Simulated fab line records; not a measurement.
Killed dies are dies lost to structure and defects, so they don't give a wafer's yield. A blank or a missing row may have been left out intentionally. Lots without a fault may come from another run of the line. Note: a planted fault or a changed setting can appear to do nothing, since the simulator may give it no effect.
Which tool was responsible? || flow sky130 || 45 wafers from 15 lots sampled at 4 of the route's 708 steps

## WHAT THE GAUGES SHOWED, per wafer
SKY_POLY_GATE_THK_MEAS_04.
{"lot": "L405", "measured": "day 15 20:40", "on": "filmMetro-04", "POLY_GATE_CVD_03_THK (nm)": "76.7 76.5 76.7"}
{"lot": "L404", "measured": "day 15 20:42", "on": "filmMetro-02", "POLY_GATE_CVD_03_THK (nm)": "76.8 75.5 75.2"}
{"lot": "L406", "measured": "day 16 11:23", "on": "filmMetro-04", "POLY_GATE_CVD_03_THK (nm)": "74.9 74.8 74.6"}
{"lot": "L408", "measured": "day 17 14:53", "on": "filmMetro-04", "POLY_GATE_CVD_03_THK (nm)": "75.1 74.3 75.0"}
{"lot": "L409", "measured": "day 17 14:53", "on": "filmMetro-03", "POLY_GATE_CVD_03_THK (nm)": "74.8 75.3 74.7"}
{"lot": "L412", "measured": "day 18 05:18", "on": "filmMetro-04", "POLY_GATE_CVD_03_THK (nm)": "75.9 76.3 76.3"}
{"lot": "L414", "measured": "day 18 23:40", "on": "filmMetro-03", "POLY_GATE_CVD_03_THK (nm)": "74.2 74.2 74.1"}
{"lot": "L413", "measured": "day 19 01:01", "on": "filmMetro-04", "POLY_GATE_CVD_03_THK (nm)": "75.4 74.7 75.2"}
{"lot": "L415", "measured": "day 19 12:19", "on": "filmMetro-02", "POLY_GATE_CVD_03_THK (nm)": "74.8 74.9 74.8"}
{"lot": "L416", "measured": "day 19 13:41", "on": "filmMetro-03", "POLY_GATE_CVD_03_THK (nm)": "75.4 75.3 75.5"}
{"lot": "L417", "measured": "day 19 18:14", "on": "filmMetro-04", "POLY_GATE_CVD_03_THK (nm)": "75.0 74.7 74.1"}
{"lot": "L420", "measured": "day 20 20:26", "on": "filmMetro-02", "POLY_GATE_CVD_03_THK (nm)": "73.4 73.9 74.0"}
{"lot": "L425", "measured": "day 22 16:13", "on": "filmMetro-02", "POLY_GATE_CVD_03_THK (nm)": "74.3 74.9 75.2"}
{"lot": "L426", "measured": "day 22 18:47", "on": "filmMetro-02", "POLY_GATE_CVD_03_THK (nm)": "74.0 74.2 74.2"}
{"lot": "L427", "measured": "day 23 00:57", "on": "filmMetro-02", "POLY_GATE_CVD_03_THK (nm)": "76.4 76.2 76.7"}

SKY_LDD_LDN_TW_MEAS_13.
{"lot": "L405", "measured": "day 23 16:04", "on": "filmMetro-01", "LDD_LDN_TW": "1487 1485 1482"}
{"lot": "L404", "measured": "day 23 15:51", "on": "filmMetro-02", "LDD_LDN_TW": "1462 1466 1474"}
{"lot": "L406", "measured": "day 24 04:02", "on": "filmMetro-02", "LDD_LDN_TW": "1462 1462 1461"}
{"lot": "L408", "measured": "day 25 10:00", "on": "filmMetro-02", "LDD_LDN_TW": "1472 1459 1468"}
{"lot": "L409", "measured": "day 25 08:06", "on": "filmMetro-02", "LDD_LDN_TW": "1468 1473 1466"}
{"lot": "L412", "measured": "day 26 00:32", "on": "filmMetro-01", "LDD_LDN_TW": "1481 1483 1480"}
{"lot": "L414", "measured": "day 26 17:53", "on": "filmMetro-02", "LDD_LDN_TW": "1480 1474 1475"}
{"lot": "L413", "measured": "day 26 18:28", "on": "filmMetro-02", "LDD_LDN_TW": "1479 1481 1480"}
{"lot": "L415", "measured": "day 27 05:30", "on": "filmMetro-03", "LDD_LDN_TW": "1338 1335 1344"}
{"lot": "L416", "measured": "day 27 06:58", "on": "filmMetro-01", "LDD_LDN_TW": "1356 1357 1357"}
{"lot": "L417", "measured": "day 27 09:53", "on": "filmMetro-03", "LDD_LDN_TW": "1342 1339 1337"}
{"lot": "L420", "measured": "day 28 11:55", "on": "filmMetro-03", "LDD_LDN_TW": "1448 1442 1444"}
{"lot": "L425", "measured": "day 30 04:13", "on": "filmMetro-01", "LDD_LDN_TW": "1482 1476 1482"}
{"lot": "L426", "measured": "day 30 06:37", "on": "filmMetro-02", "LDD_LDN_TW": "1480 1474 1488"}
{"lot": "L427", "measured": "day 30 14:21", "on": "filmMetro-03", "LDD_LDN_TW": "1458 1459 1457"}

## EACH LOT AND THE TOOL THAT RAN IT (in order: tool; ch and the chambers of the sampled wafers; start)
{"lot": "L405", "SKY_LDD_P_STRIP_10": "plasmaAsher-02 ch 0,1, day 19 19:29", "SKY_LDD_LDN_IMPLANT_10": "implanter-04 ch 0, day 23 15:41"}
{"lot": "L404", "SKY_LDD_P_STRIP_10": "plasmaAsher-04 ch 0,1, day 19 19:08", "SKY_LDD_LDN_IMPLANT_10": "implanter-01 ch 0, day 23 15:27"}
{"lot": "L406", "SKY_LDD_P_STRIP_10": "plasmaAsher-04 ch 0,1, day 20 08:01", "SKY_LDD_LDN_IMPLANT_10": "implanter-04 ch 0, day 24 03:40"}
{"lot": "L408", "SKY_LDD_P_STRIP_10": "plasmaAsher-01 ch 0,1, day 21 14:23", "SKY_LDD_LDN_IMPLANT_10": "implanter-01 ch 0, day 25 09:36"}
{"lot": "L409", "SKY_LDD_P_STRIP_10": "plasmaAsher-02 ch 0,1, day 21 13:55", "SKY_LDD_LDN_IMPLANT_10": "implanter-03 ch 0, day 25 07:42"}
{"lot": "L412", "SKY_LDD_P_STRIP_10": "plasmaAsher-04 ch 0,1, day 22 05:08", "SKY_LDD_LDN_IMPLANT_10": "implanter-04 ch 0, day 26 00:08"}
{"lot": "L414", "SKY_LDD_P_STRIP_10": "plasmaAsher-01 ch 0,1, day 22 23:22", "SKY_LDD_LDN_IMPLANT_10": "implanter-01 ch 0, day 26 17:31"}
{"lot": "L413", "SKY_LDD_P_STRIP_10": "plasmaAsher-01 ch 0,1, day 22 23:59", "SKY_LDD_LDN_IMPLANT_10": "implanter-03 ch 0, day 26 18:04"}
{"lot": "L415", "SKY_LDD_P_STRIP_10": "plasmaAsher-01 ch 0,1, day 23 11:35", "SKY_LDD_LDN_IMPLANT_10": "implanter-01, day 27 05:06"}
{"lot": "L416", "SKY_LDD_P_STRIP_10": "plasmaAsher-02 ch 0,1, day 23 12:53", "SKY_LDD_LDN_IMPLANT_10": "implanter-03, day 27 06:34"}
{"lot": "L417", "SKY_LDD_P_STRIP_10": "plasmaAsher-01 ch 0,1, day 23 16:35", "SKY_LDD_LDN_IMPLANT_10": "implanter-04, day 27 09:29"}
{"lot": "L420", "SKY_LDD_P_STRIP_10": "plasmaAsher-04 ch 0,1, day 24 17:56", "SKY_LDD_LDN_IMPLANT_10": "implanter-03 ch 0, day 28 11:31"}
{"lot": "L425", "SKY_LDD_P_STRIP_10": "plasmaAsher-01 ch 0, day 26 13:47", "SKY_LDD_LDN_IMPLANT_10": "implanter-04 ch 0, day 30 03:49"}
{"lot": "L426", "SKY_LDD_P_STRIP_10": "plasmaAsher-04 ch 0,1, day 26 15:53", "SKY_LDD_LDN_IMPLANT_10": "implanter-01 ch 0, day 30 06:09"}
{"lot": "L427", "SKY_LDD_P_STRIP_10": "plasmaAsher-01 ch 0,1, day 26 23:38", "SKY_LDD_LDN_IMPLANT_10": "implanter-04 ch 0, day 30 13:57"}
- SKY_LDD_P_STRIP_10: strips in O2/N2.
- SKY_LDD_LDN_IMPLANT_10

## WHAT THE TOOLS THEMSELVES READ (means of the sampled wafers that have a number; where no wafer has one, the mark that the record gives instead)
SKY_LDD_P_STRIP_10.
{"lot": "L405", "tool": "plasmaAsher-02", "drypumpMotorCurrentA (A)": 5.61, "o2FlowSccm (sccm)": 2997, "oesProductAu (a.u.)": 0.712, "stripTimeToEndpointS (s)": 14.20}
{"lot": "L404", "tool": "plasmaAsher-04", "drypumpMotorCurrentA (A)": 5.61, "o2FlowSccm (sccm)": 3006, "oesProductAu (a.u.)": 0.715, "stripTimeToEndpointS (s)": 14.22}
{"lot": "L406", "tool": "plasmaAsher-04", "drypumpMotorCurrentA (A)": 5.57, "o2FlowSccm (sccm)": 3002, "oesProductAu (a.u.)": 0.711, "stripTimeToEndpointS (s)": 14.23}
{"lot": "L408", "tool": "plasmaAsher-01", "drypumpMotorCurrentA (A)": 5.69, "o2FlowSccm (sccm)": 3003, "oesProductAu (a.u.)": 0.720, "stripTimeToEndpointS (s)": 14.14}
{"lot": "L409", "tool": "plasmaAsher-02", "drypumpMotorCurrentA (A)": 5.62, "o2FlowSccm (sccm)": 3011, "oesProductAu (a.u.)": 0.716, "stripTimeToEndpointS (s)": 14.17}
{"lot": "L412", "tool": "plasmaAsher-04", "drypumpMotorCurrentA (A)": 5.75, "o2FlowSccm (sccm)": 3000, "oesProductAu (a.u.)": 0.717, "stripTimeToEndpointS (s)": 14.25}
{"lot": "L414", "tool": "plasmaAsher-01", "drypumpMotorCurrentA (A)": 5.65, "o2FlowSccm (sccm)": 3000, "oesProductAu (a.u.)": 0.715, "stripTimeToEndpointS (s)": 14.25}
{"lot": "L413", "tool": "plasmaAsher-01", "drypumpMotorCurrentA (A)": 5.67, "o2FlowSccm (sccm)": 2995, "oesProductAu (a.u.)": 0.717, "stripTimeToEndpointS (s)": 14.21}
{"lot": "L415", "tool": "plasmaAsher-01", "drypumpMotorCurrentA (A)": 5.69, "o2FlowSccm (sccm)": 3003, "oesProductAu (a.u.)": 0.713, "stripTimeToEndpointS (s)": 14.18}
{"lot": "L416", "tool": "plasmaAsher-02", "drypumpMotorCurrentA (A)": 5.61, "o2FlowSccm (sccm)": 3002, "oesProductAu (a.u.)": 0.714, "stripTimeToEndpointS (s)": 14.17}
{"lot": "L417", "tool": "plasmaAsher-01", "drypumpMotorCurrentA (A)": 5.62, "o2FlowSccm (sccm)": 3009, "oesProductAu (a.u.)": 0.713, "stripTimeToEndpointS (s)": 14.13}
{"lot": "L420", "tool": "plasmaAsher-04", "drypumpMotorCurrentA (A)": 5.58, "o2FlowSccm (sccm)": 2991, "oesProductAu (a.u.)": 0.717, "stripTimeToEndpointS (s)": 14.17}
{"lot": "L425", "tool": "plasmaAsher-01", "drypumpMotorCurrentA (A)": 5.55, "o2FlowSccm (sccm)": 2992, "oesProductAu (a.u.)": 0.716, "stripTimeToEndpointS (s)": 14.28}
{"lot": "L426", "tool": "plasmaAsher-04", "drypumpMotorCurrentA (A)": 5.59, "o2FlowSccm (sccm)": 2995, "oesProductAu (a.u.)": 0.720, "stripTimeToEndpointS (s)": 14.23}
{"lot": "L427", "tool": "plasmaAsher-01", "drypumpMotorCurrentA (A)": 5.61, "o2FlowSccm (sccm)": 3011, "oesProductAu (a.u.)": 0.717, "stripTimeToEndpointS (s)": 14.25}

SKY_LDD_LDN_IMPLANT_10.
{"lot": "L405", "tool": "implanter-04", "beamEnergyKeV": 15.000, "beamOnS (s)": 9.96}
{"lot": "L404", "tool": "implanter-01", "beamEnergyKeV": 15.002, "beamOnS (s)": 10.15}
{"lot": "L406", "tool": "implanter-04", "beamEnergyKeV": 15.002, "beamOnS (s)": 9.97}
{"lot": "L408", "tool": "implanter-01", "beamEnergyKeV": 15.000, "beamOnS (s)": 10.04}
{"lot": "L409", "tool": "implanter-03", "beamEnergyKeV": 15.001, "beamOnS (s)": 10.05}
{"lot": "L412", "tool": "implanter-04", "beamEnergyKeV": 15.003, "beamOnS (s)": 10.07}
{"lot": "L414", "tool": "implanter-01", "beamEnergyKeV": 15.000, "beamOnS (s)": 10.02}
{"lot": "L413", "tool": "implanter-03", "beamEnergyKeV": 14.998, "beamOnS (s)": 9.97}
{"lot": "L415", "tool": "implanter-01", "beamEnergyKeV": "-", "beamOnS (s)": "-"}
{"lot": "L416", "tool": "implanter-03", "beamEnergyKeV": "-", "beamOnS (s)": "-"}
{"lot": "L417", "tool": "implanter-04", "beamEnergyKeV": "-", "beamOnS (s)": "-"}
{"lot": "L420", "tool": "implanter-03", "beamEnergyKeV": 15.000, "beamOnS (s)": 9.99}
{"lot": "L425", "tool": "implanter-04", "beamEnergyKeV": 14.997, "beamOnS (s)": 9.91}
{"lot": "L426", "tool": "implanter-01", "beamEnergyKeV": 14.998, "beamOnS (s)": 9.93}
{"lot": "L427", "tool": "implanter-04", "beamEnergyKeV": 14.994, "beamOnS (s)": 9.83}

## THE ANSWER, worked out from the rows above alone
Rule: usual is defined by the lots themselves. The widest of any qualifying gaps counts: lots, ordered by their means at a reading, are off when they make up no more than a third of the lots, leave a main group of 4 or more, and stand apart from it by 3 or more times the standard deviation of that group's means. The tables above print the reading to a certain number of digits; a main group whose means all agree to those digits is not used. A lot without any number at a reading at which 4 lots or more have one is off too. Any other lot the step has rows for is counted as sound. The gauges are gone through in route order, then the tools' own readings, and for those a lot's mean is taken as printed above. The first step at which some lot is off is used, and at that step the reading that is off furthest; a lot without a number counts as furthest.
Off: at SKY_LDD_LDN_TW_MEAS_13 (LDD_LDN_TW), L415, L416, L417. For the main group the mean is 1471 and the standard deviation 11.
If a tool, at a process step before that reading, ran all the lots that are off and no sound lot after the first of them, it fits. The gauges at SKY_LDD_LDN_TW_MEAS_13 aren't tried: what is off there is off at SKY_LDD_LDN_IMPLANT_10 too, on other tools, and a gauge's error can't cause that. Not one of the candidates tried fits.

## WHAT THE SIMULATOR HAD PUT IN
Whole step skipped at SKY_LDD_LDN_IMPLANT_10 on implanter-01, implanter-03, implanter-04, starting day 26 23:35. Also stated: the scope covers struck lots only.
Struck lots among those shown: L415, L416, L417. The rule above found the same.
